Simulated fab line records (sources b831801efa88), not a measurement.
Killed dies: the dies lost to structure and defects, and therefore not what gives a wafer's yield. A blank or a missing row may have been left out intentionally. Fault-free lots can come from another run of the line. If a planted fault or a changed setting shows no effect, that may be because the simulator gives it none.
Struck lot and sound lot, side by side | flow sky130 | 43 out of 708 route steps
Sound: the wafers L406.1, L406.2, L406.6. Wafers L415.1, L415.2, L415.4 were the ones struck. At the end, the cause is stated.
At each step with rows: each side's tool, then ch and its chambers, then its first start. Under that, the readings that differ: sound wafers | struck wafers | difference of the means | sigmas: that difference in standard deviations of wafers without a fault.
alike: words and numbers the same on both sides, and readings whose means are apart by under 2 such deviations; not compared: readings that were withheld, readings missing a value for some wafer, numbers with overlapping values and no deviation given by the record, and bounds like >300 which may hide the same value.
Wherever a step has rows on one side only, a row that says differs or no value, or a row with sigmas, the two part there. Numbers that have no deviation but don't overlap get no sigmas and don't part them. Lack of a reading on every wafer of one side parts them only where that side has two or more wafers.

SKY_VIA2_ETCH_15: etches SiO2 in C4F8/O2/Ar, stops on TiN, target depth 546 nm, time 84 s.
  sound on rie-diel-01 ch 0,2, day 37 19:19; struck on rie-diel-02 ch 0,2,3, day 40 18:53
  alike: oes-product-au
  not compared: rf-hours-counter-h
then, 5 steps without rows for these wafers: SKY_VIA2_STRIP_16 (strips in O2/N2); SKY_VIA2_STRIP_17 (strips in post etch residue remover, time 1200 s); SKY_VIA2_CLEAN_18 (cleans in IPA, time 180 s); SKY_VIA2_CLEAN_19 (cleans in O3/DIW); SKY_VIA2_SPUTTER_20 (material TiN, target thk 20 nm, time 80 s).
SKY_VIA2_CVD_21: deposits W, target thk 420 nm, time 126.4 s.
  sound on cvd-w-02 ch 0,1, day 37 20:04; struck on cvd-w-01 ch 0, day 40 19:38
  alike: heater-power-w
SKY_VIA2_RS_MEAS_22: measurement is done with a four-point probe.
  sound on film-metro-03 at day 37 20:11; struck on film-metro-01 at day 40 19:53
  alike: VIA2_W_RS
SKY_VIA2_THK_MEAS_23: measures by xrf.
  sound on film-metro-03 at day 37 20:19; struck on film-metro-01 at day 40 20:01
  alike: VIA2_W_THK
then, 1 step without rows for these wafers: SKY_VIA2_CMP_24 (polishes, stops on SiO2, t overpolish 20 s, target thk 0 nm).
SKY_METAL3_SPUTTER_00: material Ti, target thk 15 nm, time 10 s.
  sound on pvd-sputter-04 at day 37 20:47; struck on pvd-sputter-03 at day 40 20:37
  alike: cathode-dc-power-W, throttle-valve-pct
then, 1 step without rows for these wafers: SKY_METAL3_SPUTTER_01 (material TiN, target thk 20 nm, time 16.7 s).
SKY_METAL3_SPUTTER_02: material AlCu, target thk 735 nm, time 39.1 s.
  sound on pvd-sputter-04 at day 37 20:50; struck on pvd-sputter-03 at day 40 20:40
  alike: cathode-dc-power-W, throttle-valve-pct
then, 2 steps without rows for these wafers: SKY_METAL3_SPUTTER_03 (material Ti, target thk 5 nm, time 3.3 s); SKY_METAL3_SPUTTER_04 (material TiN, target thk 70 nm, time 58.3 s).
SKY_CAPM_CVD_00: deposits SiO2, target thk 15.5 nm.
  sound on pecvd-03 ch 1,2, day 37 20:56; struck on pecvd-03 ch 0,1,2, day 40 20:46
  alike: heater-power-w
SKY_CAPM_THK_MEAS_01:
  sound on film-metro-04 at day 37 20:58; struck on film-metro-04 at day 40 20:48
  alike: CAPM_CVD_00_THK
SKY_CAPM_SPUTTER_02: material TiN, target thk 200 nm, time 166.7 s.
  sound on pvd-sputter-03 at day 37 21:01; struck on pvd-sputter-02 at day 40 20:52
  alike: cathode-dc-power-W, throttle-valve-pct
SKY_CAPM_RS_MEAS_03: measurement is done with a four-point probe.
  sound on film-metro-03 at day 37 21:08; struck on film-metro-03 at day 40 20:58
  alike: CAPM_TIN_RS
SKY_CAPM_THK_MEAS_04: measures by xrf.
  sound on film-metro-03 at day 37 21:15; struck on film-metro-03 at day 40 21:05
  alike: CAPM_TIN_THK
then, 7 steps without rows for these wafers: SKY_CAPM_DEHYDRATE_05 (time 60 s); SKY_CAPM_HMDS_06 (prime time 60 s); SKY_CAPM_COAT_07 (resist thk 1140 nm); SKY_CAPM_SOFTBAKE_08 (time 60 s); SKY_CAPM_EXPOSE_09 (exposes mask CAPM, target cd 1000 nm); SKY_CAPM_PEB_10; SKY_CAPM_DEVELOP_11 (develop time 60 s).
SKY_CAPM_OVL_MEAS_12:
  sound on overlay-01 at day 38 22:19; struck on overlay-02 at day 41 21:02
  alike: CAPM_OVL
then, 13 steps without rows for these wafers: SKY_CAPM_METAL_ETCH_13 (etches TiN in Cl2/BCl3, stops on SiO2, target depth 220 nm, time 62.9 s); SKY_CAPM_STRIP_14 (strips in O2/N2); SKY_CAPM_STRIP_15 (strips in post etch residue remover, time 1200 s); SKY_CAPM_CLEAN_16 (cleans in IPA, time 180 s); SKY_CAPM_CLEAN_17 (cleans in O3/DIW); SKY_METAL3_DEHYDRATE_05 (time 60 s); SKY_METAL3_HMDS_06 (prime time 60 s); SKY_METAL3_COAT_07 (resist thk 60 nm); SKY_METAL3_COAT_08 (resist thk 1140 nm); SKY_METAL3_SOFTBAKE_09 (time 90 s); SKY_METAL3_EXPOSE_10 (exposes mask MM3, target cd 300 nm); SKY_METAL3_PEB_11; SKY_METAL3_DEVELOP_12 (develop time 60 s).
SKY_METAL3_CD_MEAS_13: the cd target is 300 nm.
  sound on cd-sem-01 at day 39 23:57; struck on cd-sem-01 at day 42 21:27
  alike: cd-nm
-- the record jumps here: 6 days lie between the struck wafers' starts before and after (it left off in module METAL3 and takes up again in module PAD_OPEN, whose first step shown is number 708 of the route) --
SKY_PAD_OPEN_PROBE_99:
  sound on prober-01 at day 47 00:11; struck on prober-01 at day 49 07:07
  reading                               | sound               | struck            | difference | sigmas
  defect-limited-yield (%)              | 81.9 86.2 81.9      | 75.2 72.0 73.0    | -9.9       | -5
  killed_at_M0_to_M3                    | 47 35 43            | 83 98 82          | +46        | +7
  killed-dies                           | 89 68 89            | 122 138 133       | +49        | +5
  sort_bin_3_pad_short (%)              | 0.8 0.2 0.4         | 3.0 3.3 3.9       | +2.9       | +7
  sort_bin_5_function (%)               | 11.0 8.7 11.4       | 15.0 16.3 18.3    | +6.2       | +4
  sort-n-pass                           | 403 424 403         | 370 354 359       | -49        | -5
  sort-yield-pct (%)                    | 81.9 86.2 81.9      | 75.2 72.0 73.0    | -9.9       | -5
  model.etest.tester.sort-n-pass        | 403 424 403         | 370 354 359       | -49        |
  model.etest.tester.sort-yield-pct (%) | 81.91 86.18 81.91   | 75.2 71.95 72.97  | -10.0      |
  model.etest.tester.sort_bin_5_pct (%) | 10.98 8.74 11.38    | 15.04 16.26 18.29 | +6.16      |
  model.etest.tester.sort_bin_3_pct (%) | 0.813 0.2033 0.4065 | 3.049 3.252 3.862 | +2.913     |
  alike: killed_at_M4_up, killed-at-contacts, killed-at-front-end, killed-at-other, killed-open, killed-short, sort_bin_6_memory

== WHERE THEY PART ==
Only at SKY_PAD_OPEN_PROBE_99, within this record.

WHY: the cause the simulator had injected
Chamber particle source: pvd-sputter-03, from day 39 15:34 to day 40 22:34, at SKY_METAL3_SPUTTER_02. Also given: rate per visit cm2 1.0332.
